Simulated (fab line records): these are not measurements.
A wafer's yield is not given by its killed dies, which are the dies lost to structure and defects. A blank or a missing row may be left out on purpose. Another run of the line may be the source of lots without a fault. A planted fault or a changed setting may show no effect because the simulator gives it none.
Which tool is to blame?	flow sky130	39 wafers from 13 lots sampled at 4 of the route's 708 steps

== WHAT THE GAUGES SHOWED, per wafer ==
SKY_PAD_OPEN_BOW_MEAS_13.
lot	measured	on	PAD_OPEN_BOW (um)
L202	day 45 22:20	film metro-03	49 52 42
L204	day 46 15:22	film metro-04	43 43 50
L205	day 47 03:29	film metro-03	45 61 45
L207	day 47 04:59	film metro-04	70 51 57
L208	day 47 16:32	film metro-02	54 28 43
L210	day 48 00:08	film metro-04	41 47 60
L211	day 48 01:41	film metro-03	41 45 45
L217	day 49 11:13	film metro-03	46 32 57
L219	day 49 21:25	film metro-02	40 30 33
L220	day 50 01:55	film metro-04	38 38 29
L222	day 50 08:34	film metro-02	44 59 38
L223	day 50 13:40	film metro-03	47 48 64
L225	day 50 23:11	film metro-04	57 56 52

== WHICH TOOL RAN EACH LOT (tool, then ch and the chambers of the sampled wafers, then the start) ==
lot	SKY_METAL2_CLEAN_23	SKY_VIA4_SPUTTER_17	SKY_METAL5_SPUTTER_02
L202	wet bench-03 ch 1, day 35 07:31	pvd sputter-03, day 42 22:38	pvd sputter-03, day 42 23:32
L204	wet bench-01 ch 0, day 36 05:22	pvd sputter-04, day 43 17:26	pvd sputter-01, day 43 18:11
L205	wet bench-03 ch 1, day 36 17:40	pvd sputter-03, day 44 06:20	pvd sputter-03, day 44 07:04
L207	wet bench-03 ch 0, day 36 19:10	pvd sputter-04, day 44 06:58	pvd sputter-02, day 44 07:43
L208	wet bench-01 ch 3, day 37 13:25	pvd sputter-04, day 44 23:05	pvd sputter-03, day 44 23:50
L210	wet bench-03 ch 1, day 37 21:43	pvd sputter-03, day 45 04:32	pvd sputter-02, day 45 05:29
L211	wet bench-02 ch 1, day 37 23:33	pvd sputter-02, day 45 07:05	pvd sputter-03, day 45 07:47
L217	wet bench-03 ch 1, day 39 20:19	pvd sputter-02, day 46 21:36	pvd sputter-03, day 46 22:32
L219	wet bench-03 ch 1, day 40 11:39	pvd sputter-04, day 47 10:50	pvd sputter-02, day 47 11:34
L220	wet bench-03 ch 1, day 40 18:46	pvd sputter-02, day 47 15:37	pvd sputter-02, day 47 16:30
L222	wet bench-03 ch 1, day 41 04:08	pvd sputter-03, day 47 23:45	pvd sputter-02, day 48 00:29
L223	wet bench-03 ch 2, day 41 13:36	pvd sputter-03, day 48 04:41	pvd sputter-01, day 48 05:26
L225	wet bench-02 ch 1, day 42 00:44	pvd sputter-03, day 48 16:48	pvd sputter-01, day 48 17:32
- SKY_METAL2_CLEAN_23: cleans in O3/DIW.
- SKY_VIA4_SPUTTER_17: material TiN, target thk 20 nm, time 80 s.
- SKY_METAL5_SPUTTER_02: material AlCu, target thk 1150 nm, time 61.2 s.

== WHAT THE TOOLS THEMSELVES READ (means of the sampled wafers that have a number; where no wafer has one, the mark that the record gives instead) ==
SKY_VIA4_SPUTTER_17.
lot	tool	throttle valve pct (%)
L202	pvd sputter-03	30.0
L204	pvd sputter-04	30.4
L205	pvd sputter-03	30.5
L207	pvd sputter-04	30.6
L208	pvd sputter-04	29.6
L210	pvd sputter-03	30.6
L211	pvd sputter-02	29.9
L217	pvd sputter-02	31.3
L219	pvd sputter-04	29.0
L220	pvd sputter-02	30.8
L222	pvd sputter-03	30.1
L223	pvd sputter-03	29.8
L225	pvd sputter-03	30.3

SKY_METAL5_SPUTTER_02.
lot	tool	throttle valve pct (%)
L202	pvd sputter-03	30.1
L204	pvd sputter-01	31.3
L205	pvd sputter-03	30.0
L207	pvd sputter-02	30.3
L208	pvd sputter-03	30.8
L210	pvd sputter-02	29.3
L211	pvd sputter-03	30.5
L217	pvd sputter-03	30.2
L219	pvd sputter-02	30.9
L220	pvd sputter-02	29.4
L222	pvd sputter-02	30.8
L223	pvd sputter-01	30.7
L225	pvd sputter-01	30.5

== THE ANSWER, worked out from the rows above alone ==
Rule: the usual values come from the lots themselves. The widest of any qualifying gaps counts: lots, ordered by their means at a reading, are off when they make up no more than a third of the lots, leave a main group of 4 or more, and stand apart from it by 3 or more times the standard deviation of that group's means. Not used: any main group whose means are identical at the precision the tables above print for the reading. A lot without any number at a reading at which 4 lots or more have one is off too. The other lots that the step has rows for count as sound. The gauges are gone through in route order, then the tools' own readings, and for those a lot's mean is taken as printed above. The first step at which some lot is off is used, and at that step the reading that is off furthest; a lot without a number counts as furthest.
Across all readings shown, no lot is off: no conclusion can be drawn from this.

== WHAT HAD BEEN PUT IN BY THE SIMULATOR ==
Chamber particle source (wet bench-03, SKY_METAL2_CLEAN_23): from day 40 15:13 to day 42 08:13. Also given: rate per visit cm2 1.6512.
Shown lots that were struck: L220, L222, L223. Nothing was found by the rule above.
